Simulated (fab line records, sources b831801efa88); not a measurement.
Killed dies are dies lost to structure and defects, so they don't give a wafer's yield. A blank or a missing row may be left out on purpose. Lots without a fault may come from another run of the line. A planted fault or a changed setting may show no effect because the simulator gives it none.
Chamber matching | flow gf180mcu | GF_V1_CVD_02 on pecvd-02: 3 sister chambers
The step deposits SiO2 from TEOS, target thk 850 nm, time 94.851 s. 3 wafers are shown with their chamber, then 9 later ones without.

WAFERS WITH THEIR CHAMBER
wafer  | chamber | heater_power_w (W)
L082.5 | 1       | 593
L083.4 | 2       | 513
L083.6 | 0       | 865

WAFERS WITHOUT THEIR CHAMBER
wafer  | heater_power_w (W)
L086.1 | 565
L086.2 | 797
L086.5 | 586
L089.4 | 449
L089.5 | 844
L089.6 | 590
L092.1 | 766
L092.3 | 475
L092.5 | 809

WHICH CHAMBER EACH WENT THROUGH
wafer  | from the rows above     | in truth
L086.1 | can't be placed: 1 or 2 | 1
L086.2 | 0                       | 0
L086.5 | can't be placed: 1 or 2 | 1
L089.4 | can't be placed: 2 or 1 | 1
L089.5 | 0                       | 0
L089.6 | can't be placed: 1 or 2 | 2
L092.1 | can't be placed: 0 or 1 | 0
L092.3 | can't be placed: 2 or 1 | 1
L092.5 | 0                       | 0
Placed correctly: 3 of 9. Can't be placed from these rows: 6 (the true chamber is among the candidates in 6). Placed wrongly: 0.
How it was worked out, from the rows above alone: a wafer's distance from a chamber is the root of the sum, over the readings, of the square of ((its reading less the chamber's mean) divided by the reading's scatter). The wafer belongs to the nearest chamber; if the next one is less than 2 further off, it can't be placed. A chamber's mean is the mean of its shown wafers. The scatter: with one shown wafer a chamber, the root of the mean of the squares of how far each hidden wafer lies from its nearest shown one.
